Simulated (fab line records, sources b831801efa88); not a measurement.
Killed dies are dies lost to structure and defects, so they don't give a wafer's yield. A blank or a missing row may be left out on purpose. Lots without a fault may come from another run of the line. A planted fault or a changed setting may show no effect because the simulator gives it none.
fab line records | flow sky130
record lots=5 wafers=15 last_day=50
route steps=708 shown LI_CONTACT@375 LOCAL_INTERCONNECT@387 PAD_OPEN@708
lots that met no fault: from a run of the same line without faults
start_h: hours from the record's first day to the start of the lot's first wafer shown | wait_h: hours since the lot's step before | " the same as in the row above | L1.1+2: a row that stands for several wafers | - no value, or no start given | * or withheld: withheld | < > ~ a bound
route shown NAME@n: a module of which the file shows steps, and the number in the route of the first | usual: mean/standard deviation of fault-free wafers | same: alike in all rows | chamber/n: place in a boat | sites: the reading at each site | _std_site: their standard deviation | _edge_site: outer sites' mean less inner sites' | radius_mm: how far each site lies from the wafer's centre | mask NAME#n: copy n | behind: the tool/chamber that last shaped the wafer | hold: why the lot was held/for how many hours/how that ended | device: the transistor (n, p or np) that didn't switch | end of line: the same wafers' tests at the end of the route | a step without rows: its recipe alone | killed: dies lost to structure and defects at the first sort, not the wafer's yield | map: a wafer's dies, x killed, . not, _ none there
set.NAME: the setting as run; set.NAME@STEP: as run at that earlier step | model.NAME: the simulator's own value behind a step, which no gauge read
lots at some steps of the route; a table a step, a row a wafer
services: from which hour (start_h, from the record's first day; less than 0 if before it) a tool's chamber was out of use, for how many hours, and why
## steps
# step SKY_LI_CONTACT_OVL_MEAS_13
# usual LI_CONTACT_OVL=4/6.5
# columns lot.wafer tool chamber start_h wait_h LI_CONTACT_OVL[nm]
L134.2 overlay-02 - 696.34 0.1 -2
L134.3 " - " " 4
L134.6 " - " " 7
L140.1 overlay-01 - 749.09 0.1 -6
L140.2 " - " " 1
L140.6 " - " " 7
L143.1 overlay-02 - 775.00 0.1 15
L143.2 " - " " 12
L143.5 " - " " 6
L152.4 overlay-02 - 854.46 0.1 11
L152.5 " - " " 11
L152.6 " - " " 8
L155.3 overlay-02 - 861.31 0.1 16
L155.4 " - " " 7
L155.6 " - " " 7
# step SKY_LI_CONTACT_ETCH_14
# recipe chemistry=N2/H2 target=BARC ion_energy_ev=200 source_w=500 bias_w=100 pressure_mtorr=30 n2_flow_sccm=100 h2_flow_sccm=200 stop_on=SiO2 time_s=45.9 target_depth_a=600
# step SKY_LI_CONTACT_ETCH_15
# recipe target=PSG chemistry=C4F8/O2/Ar stop_on=Si taper_deg=4.15 mask_material=KrF-thick source_w=1500 bias_w=1200 pressure_mtorr=40 c4f8_flow_sccm=withheld O2_flow_sccm=6 Ar_flow_sccm=300 time_s=withheld target_depth_a=6000
# usual oes_product_au=0.837/0.0046
# columns lot.wafer tool chamber start_h wait_h oes_product_au
L134.2 rie_diel-01 0 696.43 0.0 0.839
L134.3 " 0 " " 0.838
L134.6 " 2 " " 0.833
L140.1 rie_diel-04 2 749.17 0.0 0.836
L140.2 " 1 " " 0.835
L140.6 " 1 " " 0.837
L143.1 rie_diel-03 1 775.07 0.0 0.835
L143.2 " 3 " " 0.841
L143.5 " 1 " " 0.840
L152.4 rie_diel-03 0 854.52 0.0 0.831
L152.5 " 3 " " 0.845
L152.6 " 0 " " 0.835
L155.3 rie_diel-04 1 861.37 0.0 0.826
L155.4 " 1 " " 0.835
L155.6 " 2 " " 0.834
# step SKY_LI_CONTACT_STRIP_16
# recipe chemistry=O2/N2 power_w=1400 pressure_mtorr=1500 platen_temp_c=withheld o2_flow_sccm=3000 n2_flow_sccm=300 overash_fraction=0.5
# step SKY_LI_CONTACT_CLEAN_17
# recipe chemistry=NMP time_s=600 temp_c=60 dry=n2_spin
# step SKY_LI_CONTACT_PRE_CLEAN_18
# recipe gas=Ar time_s=5.6 bias_v=358
# step SKY_LI_CONTACT_SPUTTER_19
# recipe material=Ti target_thk_nm=20 chamber_pressure_pa=5 power_w=2500 substrate_temp_c=200 time_s=106.37
# step SKY_LI_CONTACT_SPUTTER_20
# recipe material=TiN target_thk_nm=20 chamber_pressure_pa=5 power_w=4000 time_s=80
# usual throttle_valve_pct=29.7/1.1
# columns lot.wafer tool chamber start_h wait_h throttle_valve_pct
L134.2 pvd_sputter-03 - 696.93 0.0 31.5
L134.3 " - " " 29.1
L134.6 " - " " 31.8
L140.1 pvd_sputter-03 - 749.63 0.0 28.4
L140.2 " - " " 31.8
L140.6 " - " " 31.9
L143.1 pvd_sputter-02 - 775.53 0.0 30.9
L143.2 " - " " 28.9
L143.5 " - " " 28.6
L152.4 pvd_sputter-02 - 854.98 0.0 28.5
L152.5 " - " " 29.1
L152.6 " - " " 31.1
L155.3 pvd_sputter-03 - 861.83 0.0 28.9
L155.4 " - " " 31.5
L155.6 " - " " 31.7
# step SKY_LI_CONTACT_CVD_21
# recipe material=W target_thk_nm=400 time_s=120.56 temp_c=400 pressure_torr=40
# usual heater_power_w=783/53
# columns lot.wafer tool chamber start_h wait_h heater_power_w
L134.2 cvd_w-01 1 696.99 0.0 812
L134.3 " 0 " " 714
L134.6 " 0 " " 698
L140.1 cvd_w-01 0 749.69 0.0 723
L140.2 " 1 " " 791
L140.6 " 0 " " 718
L143.1 cvd_w-02 0 775.59 0.0 739
L143.2 " 1 " " 833
L143.5 " 1 " " 835
L152.4 cvd_w-02 1 855.17 0.2 835
L152.5 " 1 " " 842
L152.6 " 1 " " 848
L155.3 cvd_w-02 0 861.93 0.1 736
L155.4 " 1 " " 851
L155.6 " 1 " " 837
# step SKY_LI_CONTACT_RS_MEAS_22
# recipe thk_meas_gauge=four-point-probe reads=W_of_LI_CONTACT_CVD_21+TiN_of_LI_CONTACT_SPUTTER_20+Ti_of_LI_CONTACT_SPUTTER_19
# usual LI_CONTACT_W_RS=0.290/0.0031
# columns lot.wafer tool chamber start_h wait_h LI_CONTACT_W_RS[ohm/sq]
L134.2 film_metro-04 - 697.14 0.1 0.292
L134.3 " - " " 0.294
L134.6 " - " " 0.295
L140.1 film_metro-02 - 749.81 0.1 0.295
L140.2 " - " " 0.293
L140.6 " - " " 0.295
L143.1 film_metro-01 - 775.72 0.1 0.284
L143.2 " - " " 0.284
L143.5 " - " " 0.289
L152.4 film_metro-02 - 855.35 0.1 0.293
L152.5 " - " " 0.289
L152.6 " - " " 0.290
L155.3 film_metro-01 - 862.06 0.1 0.286
L155.4 " - " " 0.291
L155.6 " - " " 0.289
# step SKY_LI_CONTACT_THK_MEAS_23
# recipe thk_meas_gauge=xrf reads=W_of_LI_CONTACT_CVD_21
# usual LI_CONTACT_W_THK=386/4.5
# columns lot.wafer tool chamber start_h wait_h LI_CONTACT_W_THK[nm]
L134.2 film_metro-04 - 697.25 0.1 382
L134.3 " - " " 380
L134.6 " - " " 379
L140.1 film_metro-02 - 749.93 0.1 384
L140.2 " - " " 386
L140.6 " - " " 386
L143.1 film_metro-01 - 775.84 0.1 397
L143.2 " - " " 393
L143.5 " - " " 386
L152.4 film_metro-02 - 855.44 0.1 378
L152.5 " - " " 385
L152.6 " - " " 382
L155.3 film_metro-01 - 862.16 0.1 391
L155.4 " - " " 385
L155.6 " - " " 385
# step SKY_LI_CONTACT_CMP_24
# recipe stop_on=PSG t_overpolish_s=20 down_force_psi=3.5 platen_rpm=60 target_thk_nm=0 pad_velocity_m_s=0.94248
# usual motor_current_A=11.3/1.9 overpolish_run_s=19.999/0.0096 retaining_ring_pressure_frac=1.000/0.0049 time_to_endpoint_s=95/3.4
# columns lot.wafer tool chamber start_h wait_h motor_current_A overpolish_run_s retaining_ring_pressure_frac time_to_endpoint_s
L134.3 cmp-01 3 697.30 0.0 8.6 19.993 0.996 94
L134.2 " 1 " " 12.0 19.990 1.002 100
L134.6 " 0 " " 11.0 19.996 0.992 92
L140.1 cmp-01 0 749.99 0.1 10.9 20.003 1.001 95
L140.2 " 2 " " 14.2 20.003 0.995 93
L140.6 " 0 " " 10.9 20.010 1.003 95
L143.2 cmp-02 1 775.90 0.0 12.5 20.012 0.999 99
L143.1 " 0 " " 9.6 20.012 1.000 99
L143.5 " 2 " " 10.5 19.987 1.002 92
L152.4 cmp-02 0 855.47 0.0 10.2 20.008 0.992 99
L152.6 " 0 " " 10.6 20.012 0.997 101
L152.5 " 1 " " 12.4 20.005 0.994 101
L155.4 cmp-01 2 862.30 0.1 14.7 20.002 1.005 91
L155.3 " 3 " " 9.2 20.002 1.004 95
L155.6 " 0 " " 10.8 19.992 1.002 94
# step SKY_LOCAL_INTERCONNECT_SPUTTER_00
# recipe material=TiN target_thk_nm=100 temp_c=300 power_w=6500 time_s=83.3 chamber_pressure_pa=0.4
# usual throttle_valve_pct=30.0/0.91
# columns lot.wafer tool chamber start_h wait_h throttle_valve_pct model.TiN_of_LOCAL_INTERCONNECT_SPUTTER_00.thk_nm
L134.2 pvd_sputter-02 - 697.60 0.1 31.3 98.66
L134.3 " - " " 28.7 100.4
L134.6 " - " " 31.1 98.49
L140.1 pvd_sputter-04 - 750.29 0.2 29.7 99.99
L140.2 " - " " 29.6 99.72
L140.6 " - " " 29.8 97.67
L143.1 pvd_sputter-03 - 776.20 0.1 29.1 100
L143.2 " - " " 28.7 100.3
L143.5 " - " " 28.6 99.36
L152.4 pvd_sputter-04 - 855.80 0.3 29.5 96.93
L152.5 " - " " 30.4 98.7
L152.6 " - " " 29.4 98.43
L155.3 pvd_sputter-04 - 862.50 0.1 29.5 99.36
L155.4 " - " " 29.5 100.9
L155.6 " - " " 31.0 99.99
# step SKY_LOCAL_INTERCONNECT_RS_MEAS_01
# recipe thk_meas_gauge=four-point-probe reads=TiN_of_LOCAL_INTERCONNECT_SPUTTER_00
# usual LOCAL_INTERCONNECT_TIN_RS=14.23/0.16
# columns lot.wafer tool chamber start_h wait_h LOCAL_INTERCONNECT_TIN_RS[ohm/sq]
L134.2 film_metro-03 - 697.68 0.1 14.37
L134.3 " - " " 14.08
L134.6 " - " " 14.39
L140.1 film_metro-03 - 750.36 0.0 14.18
L140.2 " - " " 14.20
L140.6 " - " " 14.52
L143.1 film_metro-03 - 776.26 0.0 14.14
L143.2 " - " " 14.10
L143.5 " - " " 14.24
L152.4 film_metro-03 - 855.90 0.1 14.64
L152.5 " - " " 14.36
L152.6 " - " " 14.41
L155.3 film_metro-03 - 862.60 0.1 14.26
L155.4 " - " " 14.02
L155.6 " - " " 14.16
# step SKY_LOCAL_INTERCONNECT_THK_MEAS_02
# recipe thk_meas_gauge=xrf reads=TiN_of_LOCAL_INTERCONNECT_SPUTTER_00
# usual LOCAL_INTERCONNECT_TIN_THK=98.8/1.1
# columns lot.wafer tool chamber start_h wait_h LOCAL_INTERCONNECT_TIN_THK[nm]
L134.2 film_metro-03 - 697.79 0.1 98.5
L134.3 " - " " 100.4
L134.6 " - " " 98.0
L140.1 film_metro-03 - 750.48 0.1 99.0
L140.2 " - " " 98.8
L140.6 " - " " 96.6
L143.1 film_metro-03 - 776.38 0.1 98.9
L143.2 " - " " 99.1
L143.5 " - " " 98.1
L152.4 film_metro-03 - 855.99 0.1 96.3
L152.5 " - " " 98.0
L152.6 " - " " 98.2
L155.3 film_metro-03 - 862.70 0.1 99.1
L155.4 " - " " 100.3
L155.6 " - " " 99.5
# step SKY_LOCAL_INTERCONNECT_DEHYDRATE_03
# recipe temp_c=200 time_s=60
# step SKY_LOCAL_INTERCONNECT_HMDS_04
# recipe prime_time_s=60 prime_temp_c=120
# step SKY_LOCAL_INTERCONNECT_COAT_05
# recipe resist=BARC temp_c=withheld time_s=withheld spin_rpm=3000 resist_thk_nm=60
# step SKY_LOCAL_INTERCONNECT_COAT_06
# recipe resist=KrF-thick spin_rpm=3000 resist_thk_nm=450
# step SKY_LOCAL_INTERCONNECT_SOFTBAKE_07
# recipe temp_c=100 time_s=90 resist=KrF-thick
# step SKY_LOCAL_INTERCONNECT_EXPOSE_08
# recipe mask_id=LI1M na=0.8 source_shape=annular sigma_inner=0.55 sigma_outer=0.85 target_cd_nm=170 dose_mj=28
# step SKY_LOCAL_INTERCONNECT_PEB_09
# recipe peb_temp_c=withheld peb_time_s=withheld resist=KrF-thick
# step SKY_LOCAL_INTERCONNECT_DEVELOP_10
# recipe develop_time_s=60 resist=KrF-thick dev_temp_c=21
# step SKY_LOCAL_INTERCONNECT_CD_MEAS_11
# recipe target_cd_nm=170
# usual cd_nm=170.6/1.5
# columns lot.wafer tool chamber start_h wait_h cd_nm
L134.2 cd_sem-01 - 725.80 - 170.4
L134.3 " - " " 168.8
L134.6 " - " " 171.9
L140.1 cd_sem-01 - 777.98 - 171.3
L140.2 " - " " 172.0
L140.6 " - " " 171.8
L143.1 cd_sem-01 - 803.58 - 172.2
L143.2 " - " " 171.5
L143.5 " - " " 172.6
L152.4 cd_sem-02 - 882.36 - 170.4
L152.5 " - " " 169.6
L152.6 " - " " 170.5
L155.3 cd_sem-02 - 888.87 - 168.4
L155.4 " - " " 169.4
L155.6 " - " " 168.6
# step SKY_LOCAL_INTERCONNECT_OVL_MEAS_12
# usual LOCAL_INTERCONNECT_OVL=1/4.6
# columns lot.wafer tool chamber start_h wait_h LOCAL_INTERCONNECT_OVL[nm]
L134.2 overlay-02 - 725.90 0.1 9
L134.3 " - " " 3
L134.6 " - " " -1
L140.1 overlay-01 - 778.10 0.1 -2
L140.2 " - " " -7
L140.6 " - " " -6
L143.1 overlay-01 - 803.70 0.1 13
L143.2 " - " " 7
L143.5 " - " " 3
L152.4 overlay-02 - 882.44 0.1 -2
L152.5 " - " " -3
L152.6 " - " " 5
L155.3 overlay-02 - 888.96 0.1 -1
L155.4 " - " " 4
L155.6 " - " " 0
# step SKY_LOCAL_INTERCONNECT_ETCH_13
# recipe chemistry=N2/H2 target=BARC ion_energy_ev=200 bias_w=100 pressure_mtorr=30 n2_flow_sccm=100 h2_flow_sccm=200 icp_w=500 stop_on=SiO2 time_s=45.9 target_depth_a=600
# usual drypump_motor_current_A=5.5/0.47 n2_flow_sccm=100.01/0.27 oes_product_au=0.854/0.0043 throttle_valve_pct=13.226/0.0091
# columns lot.wafer tool chamber start_h wait_h drypump_motor_current_A n2_flow_sccm oes_product_au rf_hours_counter_h throttle_valve_pct
L134.2 rie_metal-04 0 725.93 0.0 5.8 100.04 0.862 7 13.221
L134.3 " 0 " " 5.8 99.97 0.857 - 13.220
L134.6 " 1 " " 4.8 99.58 0.855 - 13.229
L140.1 rie_metal-02 1 778.14 0.0 5.2 100.05 0.859 15 13.237
L140.2 " 0 " " 6.0 100.39 0.855 14 13.233
L140.6 " 0 " " 6.0 100.11 0.852 - 13.230
L143.1 rie_metal-01 1 803.73 0.0 6.1 99.37 0.855 5 13.226
L143.2 " 0 " " 5.1 99.76 0.850 0 13.232
L143.5 " 1 " " 6.1 99.69 0.848 - 13.219
L152.4 rie_metal-01 0 882.48 0.0 5.1 100.13 0.860 - 13.227
L152.5 " 1 " " 6.1 100.05 0.854 - 13.224
L152.6 " 0 " " 5.1 99.86 0.854 - 13.217
L155.3 rie_metal-02 1 889.02 0.1 5.3 100.32 0.852 - 13.223
L155.4 " 1 " " 5.3 99.92 0.853 - 13.244
L155.6 " 1 " " 5.3 99.76 0.852 - 13.216
# step SKY_LOCAL_INTERCONNECT_METAL_ETCH_14
# recipe target_depth_nm=110 stop_on=PSG chemistry=Cl2/BCl3 target=TiN resist_sidewall_deg=88 pressure_mtorr=10 icp_w=900 bias_w=48.5 Cl2_flow_sccm=60 bcl3_flow_sccm=30 time_s=31.4
# usual bcl3_flow_sccm=29.97/0.08 drypump_motor_current_A=5.5/0.47 oes_product_au=0.938/0.0077 throttle_valve_pct=21.903/0.0093
# columns lot.wafer tool chamber start_h wait_h bcl3_flow_sccm drypump_motor_current_A oes_product_au rf_hours_counter_h throttle_valve_pct model.LOCAL_INTERCONNECT.feature_depth_nm model.etch.depth_nm
L134.2 rie_metal-04 0 725.99 0.0 29.92 5.8 0.928 8 21.899 98.66 98.66
L134.3 " 0 " " 30.12 5.8 0.938 - 21.912 100.4 100.4
L134.6 " 1 " " 29.99 4.7 0.926 - 21.899 98.49 98.49
L140.1 rie_metal-02 1 778.20 0.0 30.00 5.3 0.944 15 21.913 99.99 99.99
L140.2 " 0 " " 29.94 6.0 0.939 14 21.908 99.72 99.72
L140.6 " 0 " " 29.88 6.0 0.933 - 21.916 97.67 97.67
L143.1 rie_metal-01 1 803.82 0.1 30.04 6.1 0.939 5 21.901 100 100
L143.2 " 0 " " 30.07 5.1 0.936 0 21.894 100.3 100.3
L143.5 " 1 " " 30.12 6.2 0.941 - 21.906 99.36 99.36
L152.4 rie_metal-01 0 882.54 0.0 30.01 5.1 0.921 - 21.904 96.93 96.93
L152.5 " 1 " " 29.92 6.1 0.940 - 21.911 98.7 98.7
L152.6 " 0 " " 29.95 5.1 0.928 - 21.902 98.43 98.43
L155.3 rie_metal-02 1 889.14 0.1 29.93 5.3 0.947 - 21.912 99.36 99.36
L155.4 " 1 " " 30.02 5.3 0.945 - 21.909 100.9 100.9
L155.6 " 1 " " 29.96 5.3 0.938 - 21.895 99.99 99.99
# step SKY_LOCAL_INTERCONNECT_STRIP_15
# recipe chemistry=O2/N2 power_w=1400 pressure_mtorr=1500 platen_temp_c=withheld o2_flow_sccm=3000 n2_flow_sccm=300 overash_fraction=0.5
# step SKY_LOCAL_INTERCONNECT_STRIP_16
# recipe chemistry=post_etch_residue_remover time_s=1200 temp_c=72.5
# columns lot.wafer tool chamber start_h wait_h model.TiN_of_LOCAL_INTERCONNECT_SPUTTER_00.thk_nm
L134.2 wet_bench-04 1 726.15 0.1 98.24
L134.3 " 1 " " 99.96
L134.6 " 1 " " 98.07
L140.1 wet_bench-04 1 778.35 0.1 99.58
L140.2 " 1 " " 99.31
L140.6 " 1 " " 97.26
L143.1 wet_bench-01 3 803.98 0.1 99.58
L143.2 " 3 " " 99.91
L143.5 " 3 " " 98.94
L152.4 wet_bench-03 3 882.67 0.0 96.51
L152.5 " 3 " " 98.29
L152.6 " 3 " " 98.02
L155.3 wet_bench-03 2 889.31 0.0 98.94
L155.4 " 2 " " 100.5
L155.6 " 2 " " 99.57
# step SKY_LOCAL_INTERCONNECT_CLEAN_17
# recipe chemistry=IPA time_s=180 temp_c=25
# step SKY_PAD_OPEN_PROBE_99
# usual killed_at_M0_to_M3=44/7.4 killed_at_M4_up=3.1/1.8 killed_at_contacts=25/6 killed_at_front_end=15/4.4 killed_at_other=0.3/0.49 killed_dies=88/10 killed_open=48/7.4 killed_short=39/6.3
# same gross_dies=492 killed_at_back_side=0
# columns lot.wafer tool chamber start_h wait_h killed_at_M0_to_M3 killed_at_M4_up killed_at_contacts killed_at_front_end killed_at_other killed_dies killed_open killed_short model.etest.res_li.line_ohm_um model.etest.res_li.rs_ohm_sq
L134.2 prober-01 - 1097.95 0.1 47 2 24 26 0 99 58 41 75.86 12.93
L134.3 prober-01 - 1098.00 0.2 50 4 15 13 0 82 42 40 74.9 12.64
L134.6 prober-01 - 1098.15 0.2 56 1 34 18 0 109 57 52 75.26 12.98
L140.1 prober-01 - 1134.27 0.1 46 4 25 9 1 85 47 37 74.59 12.69
L140.2 prober-01 - 1134.32 0.1 49 4 22 14 1 90 45 45 74.65 12.78
L140.6 prober-01 - 1134.52 0.2 38 3 37 13 0 91 62 29 75.83 13.11
L143.1 prober-01 - 1154.17 0.1 58 3 18 23 0 102 61 41 74.55 12.7
L143.2 prober-01 - 1154.22 0.1 39 6 22 12 0 79 42 37 74.25 12.67
L143.5 prober-01 - 1154.37 0.2 38 3 13 11 0 65 31 34 73.68 12.91
L152.4 prober-01 - 1207.27 0.2 31 1 25 18 0 75 40 35 76.99 13.08
L152.5 prober-01 - 1207.32 0.2 48 3 19 15 1 86 49 37 76.03 12.88
L152.6 prober-01 - 1207.37 0.2 33 4 33 13 1 84 47 37 75.06 12.81
L155.3 prober-01 - 1209.30 0.2 46 4 20 14 1 85 47 36 76.11 12.81
L155.4 prober-01 - 1209.35 0.2 55 5 21 26 0 107 51 55 75.33 12.64
L155.6 prober-01 - 1209.45 0.2 35 1 25 16 1 78 44 33 75.4 12.79
# killed by level:class
L134.2 CONTACT:geometric_particle:open=11 VIA3:geometric_particle:open=10 LI_CONTACT:geometric_particle:open=9 FIELD_ISO:geometric_particle:short=8 VIA1:geometric_particle:open=8 POLY_GATE:geometric_particle:open=7 VIA1:geometric_particle:short=7 POLY_GATE:geometric_particle:short=5
L134.3 VIA1:geometric_particle:open=10 METAL1:geometric_particle:short=9 VIA3:geometric_particle:open=7 VIA2:geometric_particle:open=5 FIELD_ISO:geometric_particle:open=4 VIA1:geometric_particle:short=4 CONTACT:geometric_particle:short=4 POLY_GATE:geometric_particle:open=3
L134.6 VIA1:geometric_particle:open=16 CONTACT:geometric_particle:open=11 LOCAL_INTERCONNECT:geometric_particle:short=10 VIA3:geometric_particle:open=9 METAL2:geometric_particle:short=8 LI_CONTACT:geometric_particle:open=7 METAL1:geometric_particle:short=7 POLY_GATE:geometric_particle:short=6
L140.1 LI_CONTACT:geometric_particle:open=11 VIA1:geometric_particle:open=10 VIA2:geometric_particle:open=8 VIA2:geometric_particle:short=6 CONTACT:geometric_particle:short=5 FIELD_ISO:geometric_particle:open=4 LI_CONTACT:geometric_particle:short=4 CONTACT:geometric_particle:open=4
L140.2 METAL1:geometric_particle:short=8 LI_CONTACT:geometric_particle:open=8 VIA1:geometric_particle:open=7 CONTACT:geometric_particle:open=6 VIA3:geometric_particle:short=6 VIA2:geometric_particle:short=6 METAL2:geometric_particle:short=6 CONTACT:geometric_particle:short=5
L140.6 VIA3:geometric_particle:open=13 LI_CONTACT:geometric_particle:open=12 CONTACT:geometric_particle:open=11 VIA2:geometric_particle:open=9 VIA1:geometric_particle:open=8 CONTACT:geometric_particle:short=7 FIELD_ISO:geometric_particle:open=6 LI_CONTACT:geometric_particle:short=3
L143.1 VIA1:geometric_particle:open=12 VIA3:geometric_particle:open=10 METAL2:geometric_particle:short=9 POLY_GATE:geometric_particle:open=7 CONTACT:geometric_particle:open=7 VIA2:geometric_particle:open=7 FIELD_ISO:geometric_particle:open=6 METAL1:geometric_particle:short=6
L143.2 CONTACT:geometric_particle:open=10 FIELD_ISO:geometric_particle:open=6 METAL2:geometric_particle:short=6 LI_CONTACT:geometric_particle:open=5 VIA1:geometric_particle:open=5 VIA1:geometric_particle:short=5 VIA3:geometric_particle:open=5 METAL3:geometric_particle:short=4
L143.5 VIA1:geometric_particle:open=10 VIA3:geometric_particle:open=8 FIELD_ISO:geometric_particle:short=6 METAL1:geometric_particle:short=5 VIA1:geometric_particle:short=5 LI_CONTACT:geometric_particle:open=4 VIA3:geometric_particle:short=4 LOCAL_INTERCONNECT:geometric_particle:short=3
L152.4 CONTACT:geometric_particle:open=10 FIELD_ISO:geometric_particle:open=8 CONTACT:geometric_particle:short=7 METAL3:geometric_particle:short=6 LI_CONTACT:geometric_particle:open=5 VIA1:geometric_particle:open=5 METAL1:geometric_particle:short=5 FIELD_ISO:geometric_particle:short=4
L152.5 VIA1:geometric_particle:open=10 METAL1:geometric_particle:short=7 VIA3:geometric_particle:open=7 POLY_GATE:geometric_particle:open=6 VIA2:geometric_particle:open=6 FIELD_ISO:geometric_particle:open=5 VIA2:geometric_particle:short=5 CONTACT:geometric_particle:short=5
L152.6 CONTACT:geometric_particle:open=14 LI_CONTACT:geometric_particle:open=8 METAL2:geometric_particle:short=7 VIA1:geometric_particle:short=6 VIA1:geometric_particle:open=6 VIA2:geometric_particle:open=4 METAL4:geometric_particle:short=4 FIELD_ISO:geometric_particle:open=3
L155.3 VIA1:geometric_particle:open=10 VIA2:geometric_particle:open=9 LI_CONTACT:geometric_particle:open=8 CONTACT:geometric_particle:open=7 METAL1:geometric_particle:short=6 VIA1:geometric_particle:short=5 METAL2:geometric_particle:short=5 FIELD_ISO:geometric_particle:short=4
L155.4 METAL1:geometric_particle:short=11 VIA1:geometric_particle:open=11 POLY_GATE:geometric_particle:short=9 VIA2:geometric_particle:open=8 VIA3:geometric_particle:open=7 FIELD_ISO:geometric_particle:open=6 METAL2:geometric_particle:short=6 LI_CONTACT:geometric_particle:open=5
L155.6 CONTACT:geometric_particle:open=8 VIA2:geometric_particle:open=8 LI_CONTACT:geometric_particle:open=6 CONTACT:geometric_particle:short=6 VIA1:geometric_particle:open=6 VIA3:geometric_particle:open=5 FIELD_ISO:geometric_particle:short=4 POLY_GATE:geometric_particle:open=4
## services
# columns tool chamber start_h hours kind
pvd_sputter-03 - 680.12 0.6 repair
cmp-02 - 680.82 4.7 repair
rie_metal-01 - 689.72 0.7 repair
pvd_sputter-02 - 690.98 2.7 repair
pvd_sputter-04 - 693.51 1.8 repair
pvd_sputter-03 - 716.17 9.4 repair
rie_metal-02 0 718.64 4.6 repair
cmp-01 - 741.06 4.6 pm
cmp-01 - 747.75 0.6 repair
cvd_w-02 - 750.53 1.5 repair
cvd_w-02 - 766.68 3.2 repair
cvd_w-02 - 769.83 4.3 pm
cmp-01 - 777.48 1.3 repair
cmp-01 - 780.97 1.6 repair
rie_metal-02 0 802.16 16.8 repair
cvd_w-02 0 813.04 42.2 repair
rie_metal-02 - 822.78 1.4 pm
pvd_sputter-02 - 828.43 2.8 repair
pvd_sputter-02 - 835.56 3.0 repair
rie_metal-01 1 845.90 17.6 repair
rie_metal-02 0 855.72 25.8 repair
cmp-01 - 860.10 0.2 repair
cvd_w-02 - 869.05 0.4 repair
cvd_w-02 - 878.95 0.9 repair
## key
first_sign none at tools or gauges
model_effect step=SKY_LOCAL_INTERCONNECT_SPUTTER_00 value=TiN_of_LOCAL_INTERCONNECT_SPUTTER_00.thk_nm without=100.8 struck=97.67
model_effect step=SKY_LOCAL_INTERCONNECT_METAL_ETCH_14 value=LOCAL_INTERCONNECT.feature_depth_nm without=100.8 struck=97.67
model_effect step=SKY_LOCAL_INTERCONNECT_STRIP_16 value=TiN_of_LOCAL_INTERCONNECT_SPUTTER_00.thk_nm without=100.4 struck=97.26
model_effect step=SKY_PAD_OPEN_PROBE_99 value=etest.res_li.line_ohm_um without=73.47 struck=75.83
met_at SKY_LOCAL_INTERCONNECT_SPUTTER_00
struck_wafers L140.6
tester_left_out L140
fault kind=process_parameter_drift tool=pvd_sputter-04 chamber=- onset_h=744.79 steps=SKY_LOCAL_INTERCONNECT_SPUTTER_00 channel=target_thk_nm offset=-3.1487 shape=step end_h=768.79 scope=struck_wafers_only acts_in=these_recipes_only stated=100
# tester_left_out: of these lots the tester's yield and bins aren't shown, on N5 and GAA mostly nor the transistor test; their killed dies are dies lost to structure and defects alone, not to doping, threshold or leakage, so they don't give the yield
